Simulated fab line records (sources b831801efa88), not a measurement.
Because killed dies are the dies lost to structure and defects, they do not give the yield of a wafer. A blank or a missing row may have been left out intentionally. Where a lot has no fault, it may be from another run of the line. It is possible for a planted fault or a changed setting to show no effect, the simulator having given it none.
Check for tools in common	flow gf180mcu	14 lots and 42 wafers in the sample

== THE REASON FOR OPENING IT ==
At GF_VT_IMPLANT_TW_MEAS_10 the reading VT_IMPLANT_TW is flagged on 2 of 14 lots. Fault-free wafers read 567.9, with a standard deviation of 2.4.
Rule: a lot is flagged when every wafer of it that has a number lies more than 4 standard deviations from that mean, or none has a number. The other lots count as sound.

lot	measured	on	VT_IMPLANT_TW, wafer by wafer	flag
L972	day 5 19:44	film-metro-02	569.9 568.5 567.5	
L973	day 6 04:43	film-metro-02	566.9 569.5 567.7	
L975	day 6 13:50	film-metro-02	571.6 570.6 573.7	
L976	day 6 21:01	film-metro-02	569.9 570.9 573.3	
L977	day 7 07:27	film-metro-03	572.3 569.7 569.9	
L978	day 7 20:08	film-metro-02	570.0 568.4 568.5	
L982	day 8 09:10	film-metro-02	566.4 569.1 566.6	
L983	day 8 18:30	film-metro-02	569.6 568.2 568.2	
L984	day 9 01:29	film-metro-03	581.9 582.7 585.4	FLAGGED
L985	day 9 06:07	film-metro-03	587.4 584.3 586.8	FLAGGED
L986	day 9 14:26	film-metro-03	566.2 566.7 566.3	
L990	day 10 14:37	film-metro-02	565.5 571.7 565.9	
L992	day 11 01:13	film-metro-03	570.1 569.1 574.2	
L994	day 11 14:58	film-metro-03	569.7 568.6 567.0	
On average the flagged lots' numbers are 584.8, which is +16.9 against the usual, or +7 standard deviations.

== WHICH TOOL EACH LOT WENT THROUGH ==
The record keeps 1 process step preceding the reading, out of 602 steps on the route. Each cell gives the tool, then ch followed by the chambers the sampled wafers passed through, then the start.
lot	flag	GF_VT_IMPLANT_IMPLANT_08
L972		implanter-01 ch 0, day 5 19:29
L973		implanter-03 ch 0, day 6 04:28
L975		implanter-02 ch 0, day 6 13:37
L976		implanter-01 ch 0, day 6 20:46
L977		implanter-02 ch 0, day 7 07:10
L978		implanter-01 ch 0, day 7 19:55
L982		implanter-02 ch 0, day 8 08:56
L983		implanter-03 ch 0, day 8 18:14
L984	FLAGGED	implanter-01 ch 0, day 9 01:14
L985	FLAGGED	implanter-01 ch 0, day 9 05:52
L986		implanter-02 ch 0, day 9 14:14
L990		implanter-02 ch 0, day 10 14:22
L992		implanter-03 ch 0, day 11 00:58
L994		implanter-01 ch 0, day 11 14:44
What these steps do:
- GF_VT_IMPLANT_IMPLANT_08
- GF_VT_IMPLANT_TW_MEAS_10

== FLAGGED AGAINST TOTAL, ONE TOOL AT A TIME (gauges that did the reading follow at the end) ==
step	tool	lots run	flagged	share of the flagged lots	sound lots run after its first flagged lot
GF_VT_IMPLANT_IMPLANT_08	implanter-01	6	2	all	1 (L994)
GF_VT_IMPLANT_IMPLANT_08	implanter-02	5	0	none	-
GF_VT_IMPLANT_IMPLANT_08	implanter-03	3	0	none	-
GF_VT_IMPLANT_TW_MEAS_10	film-metro-02	8	0	none	-
GF_VT_IMPLANT_TW_MEAS_10	film-metro-03	6	2	all	3 (L986,L992,L994)

== WHAT IS ALLOWED BY THE TABLE ==
Table rows that saw every flagged lot: 2, namely implanter-01 at GF_VT_IMPLANT_IMPLANT_08 and film-metro-03 at GF_VT_IMPLANT_TW_MEAS_10.
- implanter-01 at GF_VT_IMPLANT_IMPLANT_08: 2 of its 6 lots flagged. Lots that were sound ran on it after the first flagged one (L994); a persistent fault on the entire tool would not allow that. Its own readings (beam-on-s, faraday-current-uA) fall more than 4 standard deviations out on all wafers of the flagged lots.
- film-metro-03 at GF_VT_IMPLANT_TW_MEAS_10: 2 of its 6 lots flagged. Lots that were sound ran on it after the first flagged one (L986, L992, L994); a persistent fault on the entire tool would not allow that.
There is no row in the table that ran each flagged lot and no sound lot after the first.

== WHAT THE SIMULATOR PUT IN ==
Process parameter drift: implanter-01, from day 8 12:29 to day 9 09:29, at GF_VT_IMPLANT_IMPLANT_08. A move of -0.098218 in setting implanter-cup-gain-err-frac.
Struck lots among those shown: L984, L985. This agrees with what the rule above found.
